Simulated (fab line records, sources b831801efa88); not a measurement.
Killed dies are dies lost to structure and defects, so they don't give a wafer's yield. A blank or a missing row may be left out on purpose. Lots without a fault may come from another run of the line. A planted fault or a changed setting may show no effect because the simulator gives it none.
fab line records | flow gf180mcu
record lots=12 wafers=36 last_day=34
route steps=602 shown PSD@257 V3@430
lots that met no fault: from a run of the same line without faults
start_h: hours from the record's first day to the start of the lot's first wafer shown | wait_h: hours since the lot's step before | " the same as in the row above | L1.1+2: a row that stands for several wafers | - no value, or no start given | * or withheld: withheld | < > ~ a bound
route shown NAME@n: a module of which the file shows steps, and the number in the route of the first | usual: mean/standard deviation of fault-free wafers | same: alike in all rows | chamber/n: place in a boat | sites: the reading at each site | _std_site: their standard deviation | _edge_site: outer sites' mean less inner sites' | radius_mm: how far each site lies from the wafer's centre | mask NAME#n: copy n | behind: the tool/chamber that last shaped the wafer | hold: why the lot was held/for how many hours/how that ended | device: the transistor (n, p or np) that didn't switch | end of line: the same wafers' tests at the end of the route | a step without rows: its recipe alone | killed: dies lost to structure and defects at the first sort, not the wafer's yield | map: a wafer's dies, x killed, . not, _ none there
set.NAME: the setting as run; set.NAME@STEP: as run at that earlier step | model.NAME: the simulator's own value behind a step, which no gauge read
steps of the route over a sample of lots; a table a step, a row a wafer
services: from which hour (start_h, from the record's first day; less than 0 if before it) a tool's chamber was out of use, for how many hours, and why
## steps
# step GF_PSD_IMPLANT_09
# recipe species=BF2 energy_kev=40 dose_cm2=1.5e+15 tilt_deg=7
# usual beam_on_s=10.01/0.19 faraday_current_uA=8242/160
# columns lot.wafer tool chamber start_h wait_h beam_on_s faraday_current_uA
L386.3 implanter-03 0 333.95 0.1 9.90 8325
L386.4 " 0 " " 9.83 8373
L386.6 " 0 " " 10.01 8288
L387.1 implanter-04 0 339.45 0.0 10.01 8262
L387.2 " 0 " " 9.79 8406
L387.5 " 0 " " 10.35 8002
L388.2 implanter-02 0 360.21 0.0 10.07 8202
L388.3 " 0 " " 9.96 8301
L388.5 " 0 " " 10.20 8093
L389.1 implanter-04 0 361.08 0.0 9.76 8483
L389.2 " 0 " " 9.90 8328
L389.3 " 0 " " 9.85 8397
L390.3 implanter-03 0 373.80 0.1 10.05 8200
L390.4 " 0 " " 10.02 8250
L390.6 " 0 " " 10.04 8201
L392.1 implanter-02 0 397.00 0.0 9.88 8370
L392.2 " 0 " " 10.20 8090
L392.4 " 0 " " 9.78 8453
L391.1 implanter-03 0 397.18 0.0 10.06 8182
L391.3 " 0 " " 10.06 8246
L391.5 " 0 " " 10.25 8070
L393.2 implanter-04 0 418.81 0.0 9.66 8517
L393.3 " 0 " " 9.89 8329
L393.4 " 0 " " 9.88 8325
L394.4 implanter-03 0 419.43 0.1 10.05 8201
L394.5 " 0 " " 10.14 8122
L394.6 " 0 " " 9.76 8451
L398.1 implanter-04 0 450.90 0.0 8.33 9838
L398.3 " 0 " " 10.13 8170
L398.4 " 0 " " 8.34 9876
L405.2 implanter-02 0 497.71 0.0 9.94 8282
L405.3 " 0 " " 10.18 8138
L405.6 " 0 " " 10.29 8007
L407.3 implanter-02 0 512.98 0.1 9.99 8248
L407.5 " 0 " " 9.89 8374
L407.6 " 0 " " 10.18 8138
# step GF_PSD_STRIP_10
# recipe chemistry=O2/N2 power_w=1400 pressure_mtorr=1500 platen_temp_c=250 o2_flow_sccm=3000 n2_flow_sccm=300 overash_fraction=0.5
# usual drypump_motor_current_A=5.6/0.39 heater_power_w=327/37 oes_product_au=0.591/0.0045 strip_time_to_endpoint_s=16.51/0.043
# columns lot.wafer tool chamber start_h wait_h drypump_motor_current_A heater_power_w oes_product_au rf_hours_counter_h strip_time_to_endpoint_s
L386.3 plasma_asher-03 1 334.08 0.1 5.5 356 0.595 - 16.57
L386.4 " 0 " " 5.0 309 0.585 - 16.58
L386.6 " 1 " " 5.6 358 0.592 - 16.56
L387.1 plasma_asher-03 1 339.60 0.1 5.6 369 0.591 54 16.47
L387.2 " 0 " " 5.0 312 0.592 54 16.49
L387.5 " 1 " " 5.5 358 0.593 - 16.49
L388.2 plasma_asher-04 0 360.33 0.1 5.3 316 0.590 67 16.50
L388.3 " 1 " " 5.8 277 0.591 - 16.54
L388.5 " 1 " " 5.8 277 0.593 - 16.58
L389.1 plasma_asher-02 1 361.23 0.1 6.2 386 0.596 25 16.51
L389.2 " 0 " " 6.1 332 0.594 25 16.48
L389.3 " 0 " " 6.1 329 0.592 - 16.50
L390.3 plasma_asher-04 0 373.93 0.1 5.3 323 0.580 - 16.43
L390.4 " 1 " " 5.8 281 0.593 - 16.46
L390.6 " 0 " " 5.3 318 0.586 - 16.44
L392.1 plasma_asher-02 0 397.15 0.1 6.1 335 0.586 29 16.42
L392.2 " 1 " " 6.2 388 0.578 29 16.44
L392.4 " 0 " " 6.1 324 0.587 - 16.41
L391.1 plasma_asher-04 1 397.33 0.1 5.8 274 0.594 70 16.50
L391.3 " 1 " " 5.8 280 0.588 - 16.52
L391.5 " 0 " " 5.3 313 0.596 - 16.54
L393.2 plasma_asher-03 0 418.93 0.1 5.0 308 0.590 63 16.58
L393.3 " 1 " " 5.5 362 0.590 - 16.56
L393.4 " 0 " " 5.0 308 0.584 - 16.52
L394.4 plasma_asher-04 0 419.53 0.1 5.3 316 0.587 - 16.48
L394.5 " 1 " " 5.8 287 0.586 - 16.50
L394.6 " 0 " " 5.3 321 0.586 - 16.48
L398.1 plasma_asher-04 1 451.05 0.1 5.8 265 0.606 2 15.96
L398.3 " 0 " " 5.3 311 0.588 - 16.52
L398.4 " 1 " " 5.8 257 0.604 - 15.95
L405.2 plasma_asher-04 0 497.83 0.1 5.3 308 0.590 7 16.57
L405.3 " 1 " " 5.8 268 0.587 - 16.56
L405.6 " 1 " " 5.8 258 0.591 - 16.56
L407.3 plasma_asher-04 1 513.11 0.1 5.8 265 0.596 - 16.53
L407.5 " 0 " " 5.3 313 0.593 - 16.52
L407.6 " 1 " " 5.8 264 0.588 - 16.51
# step GF_PSD_TW_MEAS_11
# usual PSD_TW=3197/22
# columns lot.wafer tool chamber start_h wait_h PSD_TW
L386.3 film_metro-02 - 334.17 0.1 3171
L386.4 " - " " 3175
L386.6 " - " " 3160
L387.1 film_metro-01 - 339.70 0.1 3184
L387.2 " - " " 3188
L387.5 " - " " 3173
L388.2 film_metro-02 - 360.44 0.1 3134
L388.3 " - " " 3135
L388.5 " - " " 3147
L389.1 film_metro-04 - 361.33 0.1 3197
L389.2 " - " " 3182
L389.3 " - " " 3184
L390.3 film_metro-01 - 374.02 0.1 3203
L390.4 " - " " 3213
L390.6 " - " " 3205
L392.1 film_metro-01 - 397.25 0.1 3196
L392.2 " - " " 3188
L392.4 " - " " 3192
L391.1 film_metro-02 - 397.43 0.1 3169
L391.3 " - " " 3174
L391.5 " - " " 3161
L393.2 film_metro-02 - 419.04 0.1 3166
L393.3 " - " " 3192
L393.4 " - " " 3171
L394.4 film_metro-02 - 419.63 0.1 3199
L394.5 " - " " 3167
L394.6 " - " " 3180
L398.1 film_metro-01 - 451.15 0.1 3079
L398.3 " - " " 3196
L398.4 " - " " 3082
L405.2 film_metro-01 - 497.94 0.1 3217
L405.3 " - " " 3198
L405.6 " - " " 3187
L407.3 film_metro-01 - 513.20 0.1 3210
L407.5 " - " " 3199
L407.6 " - " " 3197
# step GF_PSD_RS_MEAS_15
# recipe thk_meas_gauge=four-point-probe
# usual PSD_RS=108.62/0.29
# columns lot.wafer tool chamber start_h wait_h PSD_RS[ohm/sq]
L386.3 film_metro-01 - 334.50 0.1 108.68
L386.4 " - " " 107.92
L386.6 " - " " 108.92
L387.1 film_metro-01 - 340.01 0.1 108.65
L387.2 " - " " 108.35
L387.5 " - " " 108.77
L388.2 film_metro-01 - 360.77 0.1 108.59
L388.3 " - " " 108.53
L388.5 " - " " 108.35
L389.1 film_metro-01 - 361.65 0.1 108.70
L389.2 " - " " 108.89
L389.3 " - " " 108.52
L390.3 film_metro-01 - 374.35 0.1 108.11
L390.4 " - " " 108.54
L390.6 " - " " 108.12
L392.1 film_metro-04 - 397.62 0.1 108.55
L392.2 " - " " 108.46
L392.4 " - " " 108.46
L391.1 film_metro-01 - 397.75 0.1 108.80
L391.3 " - " " 108.62
L391.5 " - " " 108.88
L393.2 film_metro-04 - 419.37 0.1 108.69
L393.3 " - " " 108.94
L393.4 " - " " 108.60
L394.4 film_metro-04 - 419.97 0.1 108.67
L394.5 " - " " 108.48
L394.6 " - " " 108.54
L398.1 film_metro-02 - 451.46 0.1 117.10
L398.3 " - " " 109.03
L398.4 " - " " 116.99
L405.2 film_metro-02 - 498.27 0.1 108.73
L405.3 " - " " 108.66
L405.6 " - " " 108.33
L407.3 film_metro-01 - 513.53 0.1 108.57
L407.5 " - " " 108.50
L407.6 " - " " 108.70
# step GF_V3_THK_MEAS_01
# recipe reads=SiO2_of_V3_CVD_00
# usual V3_CVD_00_THK=600/6.5
# columns lot.wafer tool chamber start_h wait_h V3_CVD_00_THK[nm]
L386.3 film_metro-01 - 509.22 0.1 605
L386.4 " - " " 601
L386.6 " - " " 609
L387.1 film_metro-04 - 513.92 0.0 599
L387.2 " - " " 598
L387.5 " - " " 598
L388.2 film_metro-01 - 536.16 0.0 591
L388.3 " - " " 603
L388.5 " - " " 599
L389.1 film_metro-01 - 537.03 0.0 593
L389.2 " - " " 606
L389.3 " - " " 594
L390.3 film_metro-03 - 550.01 0.1 594
L390.4 " - " " 594
L390.6 " - " " 596
L392.1 film_metro-01 - 572.21 0.1 610
L392.2 " - " " 619
L392.4 " - " " 608
L391.1 film_metro-03 - 572.52 0.0 601
L391.3 " - " " 609
L391.5 " - " " 611
L393.2 film_metro-03 - 593.10 0.0 591
L393.3 " - " " 600
L393.4 " - " " 595
L394.4 film_metro-01 - 593.36 0.0 600
L394.5 " - " " 601
L394.6 " - " " 600
L398.1 film_metro-04 - 620.09 0.0 596
L398.3 " - " " 600
L398.4 " - " " 597
L405.2 film_metro-04 - 659.79 0.0 594
L405.3 " - " " 610
L405.6 " - " " 611
L407.3 film_metro-01 - 671.76 0.1 607
L407.5 " - " " 603
L407.6 " - " " 597
# step GF_V3_THK_MEAS_03
# recipe reads=SiO2_of_V3_CVD_02
# usual V3_CVD_02_THK=849/10
# columns lot.wafer tool chamber start_h wait_h V3_CVD_02_THK[nm]
L386.3 film_metro-04 - 509.35 0.1 855
L386.4 " - " " 848
L386.6 " - " " 861
L387.1 film_metro-01 - 514.05 0.0 828
L387.2 " - " " 851
L387.5 " - " " 854
L388.2 film_metro-03 - 536.29 0.0 831
L388.3 " - " " 848
L388.5 " - " " 851
L389.1 film_metro-04 - 537.19 0.1 836
L389.2 " - " " 847
L389.3 " - " " 860
L390.3 film_metro-01 - 550.14 0.1 850
L390.4 " - " " 845
L390.6 " - " " 863
L392.1 film_metro-04 - 572.34 0.0 859
L392.2 " - " " 837
L392.4 " - " " 856
L391.1 film_metro-01 - 572.65 0.0 836
L391.3 " - " " 833
L391.5 " - " " 846
L393.2 film_metro-04 - 593.26 0.1 849
L393.3 " - " " 855
L393.4 " - " " 840
L394.4 film_metro-01 - 593.49 0.0 855
L394.5 " - " " 864
L394.6 " - " " 849
L398.1 film_metro-04 - 620.22 0.0 841
L398.3 " - " " 854
L398.4 " - " " 863
L405.2 film_metro-01 - 659.92 0.0 847
L405.3 " - " " 836
L405.6 " - " " 859
L407.3 film_metro-04 - 671.89 0.1 848
L407.5 " - " " 858
L407.6 " - " " 855
# step GF_V3_BOW_MEAS_05
# recipe mode=bow
# usual V3_BOW=118/7.4
# columns lot.wafer tool chamber start_h wait_h V3_BOW[um]
L386.3 film_metro-01 - 509.73 0.1 124
L386.4 " - " " 129
L386.6 " - " " 117
L387.1 film_metro-03 - 514.41 0.2 127
L387.2 " - " " 117
L387.5 " - " " 127
L388.2 film_metro-03 - 536.66 0.1 124
L388.3 " - " " 127
L388.5 " - " " 121
L389.1 film_metro-03 - 537.55 0.2 120
L389.2 " - " " 113
L389.3 " - " " 121
L390.3 film_metro-01 - 550.52 0.1 118
L390.4 " - " " 121
L390.6 " - " " 114
L392.1 film_metro-03 - 572.70 0.2 112
L392.2 " - " " 123
L392.4 " - " " 103
L391.1 film_metro-03 - 573.01 0.2 121
L391.3 " - " " 125
L391.5 " - " " 120
L393.2 film_metro-03 - 593.63 0.1 107
L393.3 " - " " 107
L393.4 " - " " 121
L394.4 film_metro-01 - 593.88 0.3 123
L394.5 " - " " 124
L394.6 " - " " 119
L398.1 film_metro-03 - 620.58 0.2 120
L398.3 " - " " 122
L398.4 " - " " 104
L405.2 film_metro-03 - 660.59 0.3 131
L405.3 " - " " 123
L405.6 " - " " 118
L407.3 film_metro-03 - 672.27 0.3 116
L407.5 " - " " 121
L407.6 " - " " 121
## services
# columns tool chamber start_h hours kind
implanter-02 - 325.40 4.2 pm
implanter-04 - 340.71 5.4 repair
implanter-03 - 347.50 5.3 pm
implanter-04 - 356.37 3.9 repair
implanter-04 - 371.63 2.6 repair
implanter-03 - 374.93 17.4 pm
implanter-04 - 395.10 4.0 repair
plasma_asher-04 - 421.25 9.0 pm
plasma_asher-04 0 421.25 9.0 vent_cycle
plasma_asher-04 1 421.25 9.0 vent_cycle
implanter-03 - 425.70 2.2 pm
implanter-02 - 429.90 1.6 repair
plasma_asher-04 0 430.25 - clean
plasma_asher-04 1 430.25 - clean
implanter-02 - 430.74 3.9 repair
plasma_asher-02 - 439.22 10.8 repair
implanter-03 - 458.98 3.8 repair
plasma_asher-03 - 463.16 0.7 repair
plasma_asher-02 - 468.10 15.6 pm
implanter-02 - 475.24 3.7 repair
implanter-03 - 482.96 1.7 repair
## key
first_sign step=GF_PSD_IMPLANT_09 reading=faraday_current_uA direction=up sigmas=10 usual=8242 struck=9857
effect step=GF_PSD_IMPLANT_09 reading=beam_on_s direction=down sigmas=8.8 usual=10.01 struck=8.34
effect step=GF_PSD_STRIP_10 reading=strip_time_to_endpoint_s direction=down sigmas=13 usual=* struck=*
effect step=GF_PSD_TW_MEAS_11 reading=PSD_TW direction=down sigmas=5.4 usual=3197 struck=3080
effect step=GF_PSD_RS_MEAS_15 reading=PSD_RS direction=up sigmas=30 usual=108.62 struck=117.04
met_at GF_PSD_IMPLANT_09
struck_lots L398
struck_wafers L398.1,L398.4
tester_left_out L398
not_acting_at GF_V3_THK_MEAS_01,GF_V3_THK_MEAS_03,GF_V3_BOW_MEAS_05
onset_between 418.81 450.90
fault kind=process_parameter_drift tool=implanter-04 chamber=- onset_h=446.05 steps=GF_PSD_IMPLANT_09 channel=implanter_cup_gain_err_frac offset=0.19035 shape=step end_h=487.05 scope=struck_wafers_only
# tester_left_out: of these lots the tester's yield and bins aren't shown, on N5 and GAA mostly nor the transistor test; their killed dies are dies lost to structure and defects alone, not to doping, threshold or leakage, so they don't give the yield
